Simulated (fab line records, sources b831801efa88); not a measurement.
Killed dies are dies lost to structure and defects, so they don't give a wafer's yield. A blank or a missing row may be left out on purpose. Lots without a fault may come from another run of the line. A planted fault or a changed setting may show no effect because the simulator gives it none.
Which tool did it? | flow sky130 | 12 lots, 36 wafers sampled, at 5 steps of a route of 708

WHAT THE GAUGES READ, wafer by wafer
SKY_POLY_CUT_OVL_MEAS_09.
lot  | measured     | on         | POLY_CUT_OVL (nm)
L495 | day 24 12:21 | overlay-02 | 2 4 7
L496 | day 25 06:39 | overlay-01 | 0 -12 -11
L497 | day 25 19:29 | overlay-01 | 2 -1 0
L499 | day 26 00:17 | overlay-02 | 0 -5 0
L498 | day 25 23:22 | overlay-02 | -6 -1 -6
L501 | day 27 17:18 | overlay-01 | 2 4 3
L503 | day 27 18:35 | overlay-02 | 6 1 3
L502 | day 27 21:20 | overlay-01 | 4 -2 6
L508 | day 28 19:44 | overlay-02 | 3 8 3
L515 | day 30 22:47 | overlay-02 | -1 -8 1
L517 | day 31 17:41 | overlay-02 | -7 7 -4
L518 | day 31 23:17 | overlay-01 | 9 6 0

SKY_SD_N_CD_MEAS_07: target cd 380 nm.
lot  | measured     | on        | cd_nm (nm)
L495 | day 28 03:08 | cd_sem-01 | 380.4 380.1 378.9
L496 | day 28 20:44 | cd_sem-02 | 379.6 382.6 381.6
L497 | day 29 08:23 | cd_sem-02 | 380.6 378.1 377.8
L499 | day 29 12:53 | cd_sem-01 | 382.6 382.4 386.0
L498 | day 29 12:29 | cd_sem-02 | 380.5 379.4 381.8
L501 | day 31 04:14 | cd_sem-02 | 377.6 378.1 379.7
L503 | day 31 05:53 | cd_sem-02 | 385.8 383.7 386.7
L502 | day 31 09:46 | cd_sem-02 | 376.7 376.9 379.5
L508 | day 32 05:55 | cd_sem-02 | 381.7 380.6 381.7
L515 | day 34 07:55 | cd_sem-01 | 378.2 377.8 376.8
L517 | day 34 23:46 | cd_sem-02 | 381.7 382.3 382.1
L518 | day 35 08:16 | cd_sem-02 | 380.4 380.0 379.7

WHICH TOOL RAN EACH LOT (tool, then ch and the chambers of the sampled wafers, then the start)
lot  | SKY_VT_ADJUST_LVTN_COAT_13        | SKY_VT_ADJUST_LVTN_STRIP_20          | SKY_SD_P_STRIP_10
L495 | litho_track-01 ch 0, day 7 12:04  | plasma_asher-01 ch 0,1, day 7 22:45  | plasma_asher-01 ch 0,1, day 25 18:00
L496 | litho_track-03 ch 0, day 8 02:46  | plasma_asher-02 ch 0,1, day 8 13:28  | plasma_asher-04 ch 0,1, day 26 11:52
L497 | litho_track-02 ch 0, day 8 15:11  | plasma_asher-01 ch 0,1, day 9 01:56  | plasma_asher-04 ch 0,1, day 26 23:47
L499 | litho_track-03 ch 0, day 8 17:56  | plasma_asher-02 ch 0,1, day 9 05:40  | plasma_asher-04 ch 0,1, day 27 04:52
L498 | litho_track-02 ch 0, day 8 18:03  | plasma_asher-03 ch 0,1, day 9 06:14  | plasma_asher-04 ch 0,1, day 27 03:57
L501 | litho_track-01 ch 0, day 9 22:34  | plasma_asher-03 ch 0,1, day 10 10:13 | plasma_asher-02 ch 0,1, day 28 22:07
L503 | litho_track-03 ch 0, day 10 01:22 | plasma_asher-02 ch 0,1, day 10 12:56 | plasma_asher-02 ch 0,1, day 28 23:22
L502 | litho_track-02 ch 0, day 10 01:50 | plasma_asher-01 ch 0,1, day 10 13:03 | plasma_asher-01 ch 0,1, day 29 01:54
L508 | litho_track-02 ch 0, day 10 22:47 | plasma_asher-01 ch 0,1, day 11 10:55 | plasma_asher-02 ch 0,1, day 29 21:50
L515 | litho_track-02 ch 0, day 12 22:56 | plasma_asher-03 ch 0,1, day 13 11:52 | plasma_asher-04 ch 0,1, day 32 02:34
L517 | litho_track-02 ch 0, day 13 08:28 | plasma_asher-03 ch 0,1, day 13 20:44 | plasma_asher-01 ch 0,1, day 32 19:44
L518 | litho_track-01 ch 0, day 13 19:08 | plasma_asher-02 ch 1, day 14 08:46   | plasma_asher-02 ch 0,1, day 33 02:34
- SKY_VT_ADJUST_LVTN_COAT_13: resist thk 1140 nm.
- SKY_VT_ADJUST_LVTN_STRIP_20: strips in O2/N2.
- SKY_SD_P_STRIP_10: strips in O2/N2.

WHAT THE TOOLS THEMSELVES READ (means of the sampled wafers that have a number; where no wafer has one, the mark that the record gives instead)
SKY_VT_ADJUST_LVTN_COAT_13.
lot  | tool           | spin_speed_rpm (rpm)
L495 | litho_track-01 | 2999.9
L496 | litho_track-03 | 3000.3
L497 | litho_track-02 | 2998.1
L499 | litho_track-03 | 2998.5
L498 | litho_track-02 | 2999.3
L501 | litho_track-01 | 2999.1
L503 | litho_track-03 | 3000.8
L502 | litho_track-02 | 3000.1
L508 | litho_track-02 | 3000.6
L515 | litho_track-02 | 3137.7
L517 | litho_track-02 | 3138.7
L518 | litho_track-01 | 2999.1

SKY_VT_ADJUST_LVTN_STRIP_20.
lot  | tool            | drypump_motor_current_A (A) | oes_product_au (a.u.) | strip_time_to_endpoint_s (s)
L495 | plasma_asher-01 | 5.7                         | 0.715                 | 14.20
L496 | plasma_asher-02 | 5.6                         | 0.717                 | 14.16
L497 | plasma_asher-01 | 5.8                         | 0.712                 | 14.14
L499 | plasma_asher-02 | 5.6                         | 0.714                 | 14.18
L498 | plasma_asher-03 | 6.3                         | 0.714                 | 14.13
L501 | plasma_asher-03 | 6.2                         | 0.716                 | 14.17
L503 | plasma_asher-02 | 5.6                         | 0.712                 | 14.21
L502 | plasma_asher-01 | 6.0                         | 0.718                 | 14.20
L508 | plasma_asher-01 | 5.7                         | 0.713                 | 14.20
L515 | plasma_asher-03 | 6.2                         | 0.716                 | 13.90
L517 | plasma_asher-03 | 6.2                         | 0.718                 | 13.90
L518 | plasma_asher-02 | 5.6                         | 0.714                 | 14.15

SKY_SD_P_STRIP_10.
lot  | tool            | drypump_motor_current_A (A) | oes_product_au (a.u.) | strip_time_to_endpoint_s (s)
L495 | plasma_asher-01 | 6.0                         | 0.618                 | 17.55
L496 | plasma_asher-04 | 5.8                         | 0.616                 | 17.48
L497 | plasma_asher-04 | 5.8                         | 0.622                 | 17.57
L499 | plasma_asher-04 | 5.5                         | 0.614                 | 17.52
L498 | plasma_asher-04 | 5.8                         | 0.616                 | 17.54
L501 | plasma_asher-02 | 5.6                         | 0.617                 | 17.56
L503 | plasma_asher-02 | 5.6                         | 0.620                 | 17.60
L502 | plasma_asher-01 | 5.7                         | 0.618                 | 17.49
L508 | plasma_asher-02 | 5.6                         | 0.617                 | 17.47
L515 | plasma_asher-04 | 5.6                         | 0.611                 | 17.44
L517 | plasma_asher-01 | 6.0                         | 0.615                 | 17.53
L518 | plasma_asher-02 | 5.6                         | 0.616                 | 17.50

THE ANSWER, worked out from the rows above alone
Rule: what is usual is taken from the lots themselves. Put in order of their means at a reading, lots are off if they are a third of the lots or fewer, leave a main group of 4 or more, and stand apart from it by a gap of 3 or more times the standard deviation of the main group's means; of several such gaps the widest counts. A main group whose means are all the same, to the digits that the tables above print for the reading, isn't used. A lot without any number at a reading at which 4 lots or more have one is off too. The other lots that the step has rows for count as sound. The gauges are gone through in route order, then the tools' own readings, and for those a lot's mean is taken as printed above. The first step at which some lot is off is used, and at that step the reading that is off furthest; a lot without a number counts as furthest.
Off: L515, L517, at SKY_VT_ADJUST_LVTN_COAT_13 (spin_speed_rpm). The main group: mean 2999.6 rpm, standard deviation 0.86.
A tool fits if, at that step or a process step before it, it ran every lot that is off, and no sound lot after the first of them. One fits: litho_track-02 at SKY_VT_ADJUST_LVTN_COAT_13. Its last sound lot is L508 (day 10 22:47), its first lot that is off L515 (day 12 22:56): a fault that began between those two fits.
The tool's own readings at SKY_VT_ADJUST_LVTN_COAT_13 bear it out: on the lots that are off they differ by more than 5 times the standard deviation of the sound lots' means. spin_speed_rpm reads 3138.2 rpm there against 2999.6 rpm on the sound lots.

WHAT THE SIMULATOR HAD PUT IN
Process parameter drift: litho_track-02, from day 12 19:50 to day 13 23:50, at SKY_VT_ADJUST_LVTN_COAT_13. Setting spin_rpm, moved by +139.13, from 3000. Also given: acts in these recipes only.
Lots struck among those shown: L515, L517. The rule above found the same.
